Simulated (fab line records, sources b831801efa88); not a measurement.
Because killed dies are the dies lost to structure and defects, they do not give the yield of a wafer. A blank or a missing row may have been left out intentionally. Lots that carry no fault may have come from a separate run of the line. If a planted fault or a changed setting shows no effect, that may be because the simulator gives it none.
Chamber matching -- flow sky130 -- 3 sister chambers for SKY_CAPM_CVD_00 on pecvd-02
The step deposits SiO2, target thk 15.5 nm. 14 wafers are shown with their chamber, then 7 later ones without.

## WAFERS WITH THEIR CHAMBER
wafer,chamber,heaterPowerW (W)
L853.2,1,568
L853.4,0,804
L853.6,1,584
L856.1,1,597
L856.4,0,805
L856.6,2,641
L860.1,1,602
L860.2,0,937
L860.5,0,936
L863.1,0,928
L863.2,1,587
L863.4,2,701
L865.1,0,945
L865.4,1,542

SIGNATURES (averages over the wafers above)
reading,chamber 0,chamber 1,chamber 2,scatter within a chamber
heaterPowerW,892.50,580.00,671.00,50.1
Rule: distance of a wafer from a chamber = root of the sum over the readings of ((wafer's reading minus chamber's mean) / reading's scatter) squared. If the next closest chamber is less than 2 further off than the closest, the wafer can't be placed; otherwise it belongs to the closest. The scatter is the square root of a quotient: the sum, over the shown wafers, of each reading's squared deviation from its chamber's mean, divided by wafers minus chambers.

## WAFERS WITHOUT THEIR CHAMBER
wafer,heaterPowerW (W)
L865.5,680
L875.1,609
L875.4,526
L875.5,588
L874.2,622
L874.5,681
L874.6,603

## WHICH CHAMBER EACH WENT THROUGH
wafer,from the rows above,in truth
L865.5,can't be placed: 2 or 1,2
L875.1,can't be placed: 1 or 2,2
L875.4,can't be placed: 1 or 2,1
L875.5,can't be placed: 1 or 2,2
L874.2,can't be placed: 1 or 2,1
L874.5,can't be placed: 2 or 1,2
L874.6,can't be placed: 1 or 2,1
Correctly placed: 0 of 7. Unplaceable from these rows: 7, with the true chamber sitting among the candidates in 7. Wrongly placed: 0.
